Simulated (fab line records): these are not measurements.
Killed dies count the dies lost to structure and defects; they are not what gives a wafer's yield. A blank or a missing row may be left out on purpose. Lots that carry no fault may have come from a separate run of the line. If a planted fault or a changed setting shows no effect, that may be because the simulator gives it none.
What tool caused it?	flow sky130	18 wafers from 6 lots sampled at 3 of the route's 708 steps

## WHAT THE GAUGES SHOWED, per wafer
SKY_METAL1_RS_MEAS_05: measurement is done with a four-point probe.
lot	measured	on	METAL1_ALCU_RS (ohm/sq)
L521	day 32 15:12	film_metro-01	0.1262 0.1263 0.1264
L523	day 33 06:46	film_metro-04	0.1253 0.1263 0.1246
L530	day 35 15:47	film_metro-03	0.1261 0.1279 0.1268
L536	day 37 14:42	film_metro-03	0.1246 0.1262 0.1266
L537	day 37 17:44	film_metro-03	0.1279 0.1264 0.1273
L541	day 39 11:45	film_metro-03	0.1249 0.1244 0.1257

## TOOL THAT RAN EACH LOT (tool first, then ch and the chambers of the sampled wafers, then the start)
lot	SKY_LDD_P_SOFTBAKE_03	SKY_LOCAL_INTERCONNECT_STRIP_15
L521	litho_track-03 ch 0, day 19 09:54	plasma_asher-01 ch 0,1, day 31 09:12
L523	litho_track-02 ch 0, day 20 06:21	plasma_asher-01 ch 0,1, day 31 23:41
L530	litho_track-03 ch 0, day 23 01:59	plasma_asher-01 ch 0,1, day 34 10:10
L536	litho_track-03 ch 0, day 25 02:21	plasma_asher-04 ch 0,1, day 36 09:06
L537	litho_track-02 ch 0, day 25 07:26	plasma_asher-01 ch 0,1, day 36 12:49
L541	litho_track-02 ch 0, day 27 05:00	plasma_asher-04 ch 0,1, day 38 07:43
- SKY_LDD_P_SOFTBAKE_03: time 60 s.
- SKY_LOCAL_INTERCONNECT_STRIP_15: strips in O2/N2.

## THE ANSWER, worked out from the rows above alone
Rule: usual is defined by the lots themselves. The widest of any qualifying gaps counts: lots, ordered by their means at a reading, are off when they make up no more than a third of the lots, leave a main group of 4 or more, and stand apart from it by 3 or more times the standard deviation of that group's means. The tables above print the reading to a certain number of digits; a main group whose means all agree to those digits is not used. Also off: a lot with no number at a reading for which 4 or more lots have one. All remaining lots with rows at the step are treated as sound.
Nothing can be told from this: no lot is off at any reading shown.

## WHAT THE SIMULATOR PUT IN
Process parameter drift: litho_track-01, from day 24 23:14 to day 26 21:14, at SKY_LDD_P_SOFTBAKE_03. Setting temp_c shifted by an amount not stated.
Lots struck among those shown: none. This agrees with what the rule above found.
